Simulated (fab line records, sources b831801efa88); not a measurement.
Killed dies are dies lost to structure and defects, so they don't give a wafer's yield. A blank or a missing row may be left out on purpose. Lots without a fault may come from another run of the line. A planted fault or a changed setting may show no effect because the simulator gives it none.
Which tool did it? | flow gf180mcu | 12 lots, 36 wafers sampled, at 4 steps of a route of 602

WHAT THE GAUGES READ, wafer by wafer
GF_V4_CD_MEAS_14: target cd 260 nm. Usual: cd_nm 260.2 nm, standard deviation 1.1.
lot  | measured     | on        | cd_nm (nm)        | flag
L842 | day 24 10:28 | cd_sem-02 | 260.8 262.1 261.0 |
L843 | day 24 18:37 | cd_sem-02 | 259.9 258.1 259.2 |
L844 | day 24 23:00 | cd_sem-01 | 259.7 258.8 258.9 |
L847 | day 26 02:15 | cd_sem-01 | 271.8 271.6 271.9 | OFF
L848 | day 26 15:28 | cd_sem-01 | 269.6 269.5 268.9 | OFF
L849 | day 26 18:57 | cd_sem-02 | 268.8 267.4 267.9 | OFF
L853 | day 28 01:50 | cd_sem-01 | 261.1 261.0 260.7 |
L854 | day 28 12:59 | cd_sem-01 | 260.3 259.6 260.7 |
L856 | day 29 10:06 | cd_sem-01 | 259.7 260.7 261.1 |
L858 | day 29 17:22 | cd_sem-01 | 259.7 259.8 259.1 |
L862 | day 30 17:10 | cd_sem-01 | 259.9 259.2 259.3 |
L864 | day 30 22:29 | cd_sem-01 | 261.3 261.6 262.9 |

GF_V4_OVL_MEAS_15. Usual: V4_OVL -2 nm, standard deviation 5.3.
lot  | measured     | on         | V4_OVL (nm) | flag
L842 | day 24 10:34 | overlay-02 | 2 5 0       |
L843 | day 24 18:44 | overlay-01 | 1 -1 2      |
L844 | day 24 23:07 | overlay-02 | -1 4 10     |
L847 | day 26 02:22 | overlay-02 | 0 5 2       |
L848 | day 26 15:34 | overlay-01 | 2 -3 -5     |
L849 | day 26 19:04 | overlay-01 | 1 5 5       |
L853 | day 28 01:56 | overlay-02 | -3 1 1      |
L854 | day 28 13:07 | overlay-01 | 1 3 -9      |
L856 | day 29 10:12 | overlay-01 | -4 -4 -5    |
L858 | day 29 17:29 | overlay-01 | -5 3 0      |
L862 | day 30 17:16 | overlay-02 | -10 -14 -9  |
L864 | day 30 22:37 | overlay-02 | -18 -4 -5   |

WHICH TOOL RAN EACH LOT (tool, then ch and the chambers of the sampled wafers, then the start)
lot  | GF_M4_SPUTTER_04             | GF_V4_PEB_12
L842 | pvd_sputter-01, day 22 11:22 | litho_track-01 ch 0, day 24 10:08
L843 | pvd_sputter-04, day 22 20:22 | litho_track-03 ch 0, day 24 18:16
L844 | pvd_sputter-04, day 23 01:02 | litho_track-01 ch 0, day 24 22:39
L847 | pvd_sputter-01, day 24 05:19 | litho_track-01 ch 0, day 26 01:54
L848 | pvd_sputter-01, day 24 19:05 | litho_track-01 ch 0, day 26 15:08
L849 | pvd_sputter-04, day 24 23:02 | litho_track-01 ch 0, day 26 18:36
L853 | pvd_sputter-01, day 26 07:29 | litho_track-03 ch 0, day 28 01:30
L854 | pvd_sputter-04, day 26 19:15 | litho_track-02 ch 0, day 28 12:38
L856 | pvd_sputter-04, day 27 16:51 | litho_track-03 ch 0, day 29 09:39
L858 | pvd_sputter-02, day 28 01:27 | litho_track-03 ch 0, day 29 17:01
L862 | pvd_sputter-02, day 29 03:40 | litho_track-02 ch 0, day 30 16:50
L864 | pvd_sputter-04, day 29 08:14 | litho_track-02 ch 0, day 30 22:08
- GF_M4_SPUTTER_04: material TiN, target thk 50 nm, time 41.7 s.
- GF_V4_PEB_12: peb time 90 s.

WHAT THE TOOLS THEMSELVES READ (means of the sampled wafers that have a number; where no wafer has one, the mark that the record gives instead)
GF_M4_SPUTTER_04. Usual: throttle_valve_pct 30.3 %, standard deviation 0.91.
lot  | tool           | throttle_valve_pct (%) | flag
L842 | pvd_sputter-01 | 30.7                   |
L843 | pvd_sputter-04 | 29.4                   |
L844 | pvd_sputter-04 | 29.6                   |
L847 | pvd_sputter-01 | 30.6                   |
L848 | pvd_sputter-01 | 30.8                   |
L849 | pvd_sputter-04 | 29.8                   |
L853 | pvd_sputter-01 | 30.6                   |
L854 | pvd_sputter-04 | 29.0                   |
L856 | pvd_sputter-04 | 29.5                   |
L858 | pvd_sputter-02 | 31.6                   |
L862 | pvd_sputter-02 | 30.2                   |
L864 | pvd_sputter-04 | 30.1                   |

GF_V4_PEB_12. Usual: exhaust_pa 45.2 Pa, standard deviation 0.89; heater_power_total_W 85.70 W, standard deviation 0.091; plate_temp_C 135.02 C, standard deviation 0.13.
lot  | tool           | exhaust_pa (Pa) | heater_power_total_W (W) | plate_temp_C (C) | flag
L842 | litho_track-01 | 45.7            | 85.70                    | 135.08           |
L843 | litho_track-03 | 46.3            | 85.77                    | 135.22           |
L844 | litho_track-01 | 45.8            | 85.63                    | 134.91           |
L847 | litho_track-01 | 44.6            | 89.35                    | 139.54           | OFF
L848 | litho_track-01 | 46.6            | 89.41                    | 139.29           | OFF
L849 | litho_track-01 | 44.9            | 89.31                    | 139.32           | OFF
L853 | litho_track-03 | 45.9            | 85.70                    | 135.09           |
L854 | litho_track-02 | 45.7            | 85.69                    | 134.91           |
L856 | litho_track-03 | 45.2            | 85.65                    | 135.04           |
L858 | litho_track-03 | 45.9            | 85.69                    | 135.00           |
L862 | litho_track-02 | 44.5            | 85.68                    | 135.08           |
L864 | litho_track-02 | 45.5            | 85.67                    | 135.06           |

THE ANSWER, worked out from the rows above alone
Rule: a lot is off if the mean of its wafers that have a number lies more than 3 standard deviations from the usual mean. A lot without any number at a reading at which 4 lots or more have one is off too. The other lots that the step has rows for count as sound. The gauges are gone through in route order, then the tools' own readings, and for those a lot's mean is taken as printed above. The first step at which some lot is off is used, and at that step the reading that is off furthest; a lot without a number counts as furthest.
Off: L847, L848, L849, at GF_V4_CD_MEAS_14 (cd_nm).
A tool fits if, at a process step before that reading, it ran every lot that is off, and no sound lot after the first of them. The gauges at GF_V4_CD_MEAS_14 aren't tried: what is off there is off at GF_V4_PEB_12 too, on other tools, and a gauge's error can't cause that. One fits: litho_track-01 at GF_V4_PEB_12. Its last sound lot is L844 (day 24 22:39), its first lot that is off L847 (day 26 01:54): a fault that began between those two fits.
The tool's own readings at GF_V4_PEB_12 bear it out: on the lots that are off they differ by more than 5 times the standard deviation of the sound lots' means. heater_power_total_W reads 89.36 W there against 85.69 W on the sound lots; plate_temp_C reads 139.38 C there against 135.04 C on the sound lots.

WHAT THE SIMULATOR HAD PUT IN
Process parameter drift: litho_track-01, from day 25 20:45 on, at GF_V4_PEB_12. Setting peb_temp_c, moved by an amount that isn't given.
Lots struck among those shown: L847, L848, L849. The rule above found the same.
